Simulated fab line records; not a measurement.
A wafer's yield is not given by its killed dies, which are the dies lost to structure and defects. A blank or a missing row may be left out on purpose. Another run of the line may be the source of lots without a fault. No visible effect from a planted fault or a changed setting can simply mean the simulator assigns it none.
Which tool is to blame? | flow sky130 | 15 lots with 45 wafers sampled at 5 steps, on a route of 708 steps

== WHAT EACH GAUGE READ, for each wafer ==
SKY_DNWELL_TW_MEAS_09. Usual: DNWELL_TW typically reads 1115, with standard deviation 10.
lot  | measured    | on           | DNWELL_TW      | flag
L435 | day 3 12:41 | filmMetro-02 | 1136 1129 1136 | 
L437 | day 3 23:07 | filmMetro-02 | 1134 1131 1128 | 
L439 | day 4 05:50 | filmMetro-01 | 1109 1109 1112 | 
L440 | day 4 12:38 | filmMetro-02 | 1123 1119 1115 | 
L442 | day 4 21:07 | filmMetro-01 | 1107 1101 1098 | 
L443 | day 5 00:04 | filmMetro-03 | 1111 1111 1113 | 
L445 | day 5 11:23 | filmMetro-03 | 1117 1111 1107 | 
L446 | day 5 20:14 | filmMetro-03 | 1118 1122 1115 | 
L448 | day 6 00:47 | filmMetro-02 | 1115 1121 1122 | 
L449 | day 6 05:37 | filmMetro-03 | 1109 1111 1116 | 
L450 | day 6 11:14 | filmMetro-02 | 1133 1129 1125 | 
L451 | day 6 17:38 | filmMetro-01 | 1100 1098 1101 | 
L454 | day 7 08:56 | filmMetro-01 | 1102 1101 1110 | 
L455 | day 7 20:10 | filmMetro-01 | 1103 1108 1103 | 
L457 | day 8 05:50 | filmMetro-01 | 1102 1105 1103 | 

SKY_VT_ADJUST_LVTN_OVL_MEAS_07. Usual: VT_ADJUST_LVTN_OVL typically reads 0.3 nm, with standard deviation 1.8.
lot  | measured     | on         | VT_ADJUST_LVTN_OVL (nm) | flag
L435 | day 7 07:25  | overlay-01 | 2.1 2.2 3.5             | 
L437 | day 7 19:07  | overlay-02 | -2.2 -0.8 -0.2          | 
L439 | day 8 03:49  | overlay-02 | 0.2 1.4 0.3             | 
L440 | day 8 13:43  | overlay-01 | 1.0 1.5 1.0             | 
L442 | day 8 22:22  | overlay-02 | 4.0 1.7 1.5             | 
L443 | day 9 00:34  | overlay-01 | 1.7 1.3 0.4             | 
L445 | day 9 16:32  | overlay-02 | -0.3 0.4 1.0            | 
L446 | day 9 23:40  | overlay-02 | -1.3 -1.0 -1.8          | 
L448 | day 10 07:10 | overlay-02 | 185.3 185.1 185.1       | OFF
L449 | day 10 14:34 | overlay-02 | 183.0 183.4 184.9       | OFF
L450 | day 10 20:32 | overlay-01 | 185.3 185.4 186.2       | OFF
L451 | day 11 03:55 | overlay-02 | 182.6 183.7 185.1       | OFF
L454 | day 11 19:40 | overlay-02 | 1.2 1.7 0.4             | 
L455 | day 12 08:20 | overlay-01 | 2.0 3.0 2.7             | 
L457 | day 12 21:14 | overlay-02 | 0.6 1.5 1.0             | 

SKY_LDD_HVN_OVL_MEAS_07. Usual: LDD_HVN_OVL typically reads -0.9 nm, with standard deviation 1.2.
lot  | measured     | on         | LDD_HVN_OVL (nm) | flag
L435 | day 21 02:40 | overlay-02 | -1.5 -0.2 -1.1   | 
L437 | day 21 11:52 | overlay-01 | 0.5 -0.9 0.9     | 
L439 | day 22 00:12 | overlay-01 | -2.3 -3.2 -1.9   | 
L440 | day 22 05:22 | overlay-02 | -2.4 -1.8 -2.9   | 
L442 | day 23 00:58 | overlay-01 | -0.3 -0.6 -1.4   | 
L443 | day 23 02:48 | overlay-01 | -1.0 0.0 -0.8    | 
L445 | day 24 04:19 | overlay-02 | -1.3 -1.0 -2.9   | 
L446 | day 24 12:05 | overlay-01 | -1.9 -2.9 -2.0   | 
L448 | day 25 00:26 | overlay-02 | -0.6 -1.6 -1.9   | 
L449 | day 25 08:44 | overlay-01 | -1.3 -1.8 -3.0   | 
L450 | day 25 13:50 | overlay-02 | -1.8 -2.9 0.2    | 
L451 | day 25 23:13 | overlay-01 | -1.4 -1.3 -1.4   | 
L454 | day 26 22:25 | overlay-02 | 0.5 -0.3 0.0     | 
L455 | day 27 10:39 | overlay-02 | -1.1 -2.3 -1.6   | 
L457 | day 27 22:40 | overlay-02 | 0.4 1.2 1.2      | 

SKY_LI_CONTACT_THK_MEAS_23: measures by xrf. Usual: LI_CONTACT_W_THK typically reads 385 nm, with standard deviation 4.8.
lot  | measured     | on           | LI_CONTACT_W_THK (nm) | flag
L435 | day 29 21:41 | filmMetro-01 | 380 376 381           | 
L437 | day 30 05:16 | filmMetro-01 | 391 380 382           | 
L439 | day 30 16:28 | filmMetro-01 | 387 379 380           | 
L440 | day 30 21:58 | filmMetro-01 | 387 394 389           | 
L442 | day 31 15:22 | filmMetro-04 | 388 389 385           | 
L443 | day 31 19:52 | filmMetro-04 | 390 386 394           | 
L445 | day 32 16:37 | filmMetro-04 | 392 390 393           | 
L446 | day 33 01:11 | filmMetro-01 | 384 385 392           | 
L448 | day 33 11:16 | filmMetro-04 | 384 388 391           | 
L449 | day 33 18:11 | filmMetro-01 | 390 382 385           | 
L450 | day 33 22:53 | filmMetro-01 | 384 381 385           | 
L451 | day 34 09:43 | filmMetro-04 | 390 394 388           | 
L454 | day 35 06:11 | filmMetro-03 | 388 383 381           | 
L455 | day 35 17:53 | filmMetro-01 | 384 388 381           | 
L457 | day 36 03:04 | filmMetro-03 | 380 384 386           | 

== WHICH TOOL RAN EACH LOT (tool, then ch and the chambers of the sampled wafers, then the start) ==
lot  | SKY_VT_ADJUST_LVTN_EXPOSE_04
L435 | ilineStepper-01 ch 0, day 6 21:41
L437 | ilineStepper-02 ch 0, day 7 09:16
L439 | ilineStepper-02 ch 0, day 7 18:15
L440 | ilineStepper-01 ch 0, day 8 03:31
L442 | ilineStepper-01 ch 0, day 8 12:08
L443 | ilineStepper-01 ch 0, day 8 14:44
L445 | ilineStepper-02 ch 0, day 9 06:43
L446 | ilineStepper-02 ch 0, day 9 14:02
L448 | ilineStepper-02 ch 0, day 9 20:11
L449 | ilineStepper-02 ch 0, day 10 03:20
L450 | ilineStepper-02 ch 0, day 10 09:26
L451 | ilineStepper-02 ch 0, day 10 16:38
L454 | ilineStepper-01 ch 0, day 11 08:29
L455 | ilineStepper-01 ch 0, day 11 20:38
L457 | ilineStepper-01 ch 0, day 12 09:10
- SKY_VT_ADJUST_LVTN_EXPOSE_04: exposes mask NWM COMPLEMENT LESS NATIVE, target cd 840 nm.

== AS READ BY THE TOOLS THEMSELVES (means over the sampled wafers that have a number; for cases with no such wafer, the mark the record gives instead) ==
The record holds no such reading with a usual standard deviation.

== THE ANSWER, worked out from the rows above alone ==
Rule: a lot counts as off when the mean over its wafers that have a number is more than 3 standard deviations away from the usual mean. Also off: a lot with no number at a reading for which 4 or more lots have one. Where the step has rows for the other lots, those lots are counted as sound. First the gauges in route order, then the tools' own readings, where a lot's mean is used as printed above. At the first step where some lot is off, the reading lying furthest off is the one used; lots without a number count as furthest.
Off: L448, L449, L450, L451, seen at SKY_VT_ADJUST_LVTN_OVL_MEAS_07 (VT_ADJUST_LVTN_OVL).
If a tool, at a process step before that reading, ran all the lots that are off and no sound lot after the first of them, it fits. The gauges at SKY_VT_ADJUST_LVTN_OVL_MEAS_07 are tried like those tools. One fits: SKY_VT_ADJUST_LVTN_EXPOSE_04 on ilineStepper-02. A fault onset in the window from L446 (day 9 14:02, its last sound lot) to L448 (day 9 20:11, its first lot off) fits.

== WHAT HAD BEEN PUT IN BY THE SIMULATOR ==
Scanner matching overlay: ilineStepper-02, from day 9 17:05 on, at SKY_VT_ADJUST_LVTN_EXPOSE_04. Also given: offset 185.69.
Lots struck among those shown: L448, L449, L450, L451. This agrees with what the rule above found.
